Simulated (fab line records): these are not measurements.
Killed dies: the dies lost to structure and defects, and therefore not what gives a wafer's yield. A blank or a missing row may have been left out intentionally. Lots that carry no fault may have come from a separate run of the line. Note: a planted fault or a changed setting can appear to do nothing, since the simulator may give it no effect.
Struck lot and sound lot, side by side | flow sfq line | 42 out of 325 route steps
Sound: the wafers L901.1, L901.3, L901.5. Struck: wafer L898.1 (L898.5, L898.6, from the same lot, were not struck and are left out); the cause is given at the end.
Order at every step that has rows: each side's tool, ch and its chambers, its first start. Under that, the readings that differ: sound wafers | struck wafers | difference of the means | sigmas: that difference in standard deviations of wafers without a fault.
alike: readings whose means differ by less than 2 such deviations, and words and numbers that are the same on both sides. not compared: withheld readings, readings that some wafer has no value for, bounds like >300 that may hide the same value, and numbers for which the record gives no deviation and whose values overlap.
The two part at a step that has a row with sigmas, a row that says differs or no value, or rows on one side only. Non-overlapping numbers with no deviation appear without sigmas and do not part them. A reading missing from all wafers of one side parts the sides only when that side holds two or more wafers.

first, 6 steps without rows for these wafers: SFQ_TRILAYER_I0_VIA_LITHO_COAT_036 (resist thk 62 nm); SFQ_TRILAYER_I0_VIA_LITHO_COAT_031 (resist thk 650 nm); SFQ_TRILAYER_I0_VIA_LITHO_SOFTBAKE_035; SFQ_TRILAYER_I0_VIA_LITHO_EXPOSE_032 (exposes mask I0, target cd 500 nm); SFQ_TRILAYER_I0_VIA_LITHO_PEB_034 (peb time 60 s); SFQ_TRILAYER_I0_VIA_LITHO_DEVELOP_033 (time 60 s).
SFQ_I0_OVL_MEAS_908:
  sound on overlay-02 at day 25 17:04; struck on overlay-02 at day 23 20:53
  alike: I0_OVL
SFQ_TRILAYER_I0_VIA_BARC_OPEN_VIA_ETCH_046: etches BARC in O2, target depth 125 nm, time 41.7 s.
  sound on rie diel-02 ch 0,2, day 25 17:05; struck on rie diel-04 ch 1, day 23 20:55
  alike: drypump motor current A, oes product au
  not compared: rf hours counter h
then, 4 steps without rows for these wafers: SFQ_TRILAYER_I0_VIA_ETCH_VIA_ETCH_034 (etches SiO2 in CHF3, stops on Nb, target depth 260 nm); SFQ_TRILAYER_I0_VIA_STRIP_STRIP_035 (strips in O2); SFQ_TRILAYER_I0_VIA_STRIP_SOLV_CLEAN_036 (cleans in NMP, time 600 s); SFQ_TRILAYER_M1_DEP_PRE_CLEAN_038 (time 22.5 s).
SFQ_TRILAYER_M1_DEP_SPUTTER_037: material Nb, target thk 200 nm, time 133.3 s.
  sound on pvd sputter-03 at day 25 18:15; struck on pvd sputter-05 at day 23 21:53
  reading                                             | sound             | struck | difference | sigmas
  model.Nb_of_TRILAYER_M1_DEP_SPUTTER_037.thk nm (nm) | 202.5 202.7 200.2 | 165.2  | -36.6      |
  alike: throttle valve pct
SFQ_M1_RS_MEAS_909: a four-point-probe measurement.
  sound on film metro-04 at day 25 18:20; struck on film metro-01 at day 23 21:58
  reading           | sound             | struck | difference | sigmas
  M1_NB_RS (ohm/sq) | 0.878 0.879 0.889 | 1.080  | +0.198     | +21
then, 6 steps without rows for these wafers: SFQ_TRILAYER_M1_LITHO_COAT_044 (resist thk 62 nm); SFQ_TRILAYER_M1_LITHO_COAT_039 (resist thk 600 nm); SFQ_TRILAYER_M1_LITHO_SOFTBAKE_043; SFQ_TRILAYER_M1_LITHO_EXPOSE_040 (exposes mask M1, target cd 500 nm); SFQ_TRILAYER_M1_LITHO_PEB_042 (peb time 60 s); SFQ_TRILAYER_M1_LITHO_DEVELOP_041 (time 60 s).
-- the record jumps here: 6 days lie between the struck wafers' starts before and after --
SFQ_M1_OVL_MEAS_911:
  sound on overlay-01 at day 30 21:58; struck on overlay-02 at day 29 13:23
  alike: M1_OVL
SFQ_TRILAYER_M1_BARC_OPEN_METAL_ETCH_054: etches BARC in O2, target depth 125 nm, time 41.7 s.
  sound on rie metal-04 ch 0,1, day 30 21:59; struck on rie metal-04 ch 1, day 29 13:25
  alike: drypump motor current A, oes product au
  not compared: rf hours counter h
SFQ_TRILAYER_M1_ETCH_METAL_ETCH_042: etches Nb in Cl2/Ar, stops on SiO2, target depth 240 nm, time 120 s.
  sound on rie metal-04 ch 0,1, day 30 22:03; struck on rie metal-04 ch 1, day 29 13:29
  reading               | sound             | struck | difference | sigmas
  oes product au (a.u.) | 0.897 0.902 0.885 | 0.801  | -0.094     | -13
  alike: drypump motor current A
  not compared: rf hours counter h
then, 2 steps without rows for these wafers: SFQ_TRILAYER_M1_STRIP_STRIP_043 (strips in O2); SFQ_TRILAYER_M1_STRIP_SOLV_CLEAN_044 (cleans in NMP, time 600 s).
SFQ_TRILAYER_I1_DEP_PECVD_045: deposits SiO2 from SiH4/N2O, time 111.11 s, target thk 500 nm.
  sound on pecvd-02 ch 0,1, day 30 22:57; struck on pecvd-04 ch 0, day 29 14:23
  alike: heater power w, throttle valve pct
SFQ_TRILAYER_I1_CMP_CMP_046: polishes SiO2.
  sound on cmp-02 ch 1,3, day 31 22:13; struck on cmp-01 ch 0, day 30 17:09
  alike: motor current A, time to endpoint s
SFQ_I1_BOW_MEAS_912:
  sound on film metro-01 at day 32 01:13; struck on film metro-01 at day 30 19:09
  reading     | sound      | struck | difference | sigmas
  I1_BOW (um) | -18 -19 -2 | 3      | +16        | +2
then, 7 steps without rows for these wafers: SFQ_TRILAYER_I1_METRO_MEASURE_047; SFQ_TRILAYER_I1_VIA_LITHO_COAT_054 (resist thk 62 nm); SFQ_TRILAYER_I1_VIA_LITHO_COAT_049 (resist thk 650 nm); SFQ_TRILAYER_I1_VIA_LITHO_SOFTBAKE_053; SFQ_TRILAYER_I1_VIA_LITHO_EXPOSE_050 (exposes mask I1, target cd 500 nm); SFQ_TRILAYER_I1_VIA_LITHO_PEB_052 (peb time 60 s); SFQ_TRILAYER_I1_VIA_LITHO_DEVELOP_051 (time 60 s).
-- the record jumps here: 6 days lie between the struck wafers' starts before and after --
SFQ_I1_OVL_MEAS_913:
  sound on overlay-02 at day 37 13:31; struck on overlay-01 at day 36 13:31
  alike: I1_OVL
then, 1 step without rows for these wafers: SFQ_TRILAYER_I1_VIA_BARC_OPEN_VIA_ETCH_071 (etches BARC in O2, target depth 125 nm, time 41.7 s).
SFQ_TRILAYER_I1_VIA_ETCH_VIA_ETCH_052: etches SiO2 in CHF3, stops on Nb, target depth 260 nm.
  sound on rie diel-03 ch 1,3, day 37 13:36; struck on rie diel-04 ch 2, day 36 13:36
  alike: drypump motor current A, oes product au
then, 3 steps without rows for these wafers: SFQ_TRILAYER_I1_VIA_STRIP_STRIP_053 (strips in O2); SFQ_TRILAYER_I1_VIA_STRIP_SOLV_CLEAN_054 (cleans in NMP, time 600 s); SFQ_TRILAYER_M2_DEP_PRE_CLEAN_056 (time 22.5 s).
-- the record jumps here: 47 days lie between the struck wafers' starts before and after --
SFQ_M8_BOW_MEAS_951:
  sound on film metro-02 at day 84 20:10; struck on film metro-02 at day 83 20:10
  reading                 | sound                | struck | difference | sigmas
  model.etest.m1.ohm um   | 1.761 1.758 1.788    | 2.151  | +0.382     |
  model.etest.i0.link ohm | 1.958 1.947 1.967    | 2.193  | +0.236     |
  model.etest.m1.ohm sq   | 0.8793 0.8784 0.8895 | 1.078  | +0.196     |
  model.etest.i1.link ohm | 1.944 1.961 1.955    | 2.146  | +0.193     |
  alike: M8_BOW

## WHERE THEY PART
Earliest at SFQ_M1_RS_MEAS_909; latest, in this record, at SFQ_I1_BOW_MEAS_912. Later steps at which nothing parts them and some readings are alike: SFQ_I1_OVL_MEAS_913, SFQ_TRILAYER_I1_VIA_ETCH_VIA_ETCH_052, SFQ_M8_BOW_MEAS_951.

WHY: the cause the simulator had injected
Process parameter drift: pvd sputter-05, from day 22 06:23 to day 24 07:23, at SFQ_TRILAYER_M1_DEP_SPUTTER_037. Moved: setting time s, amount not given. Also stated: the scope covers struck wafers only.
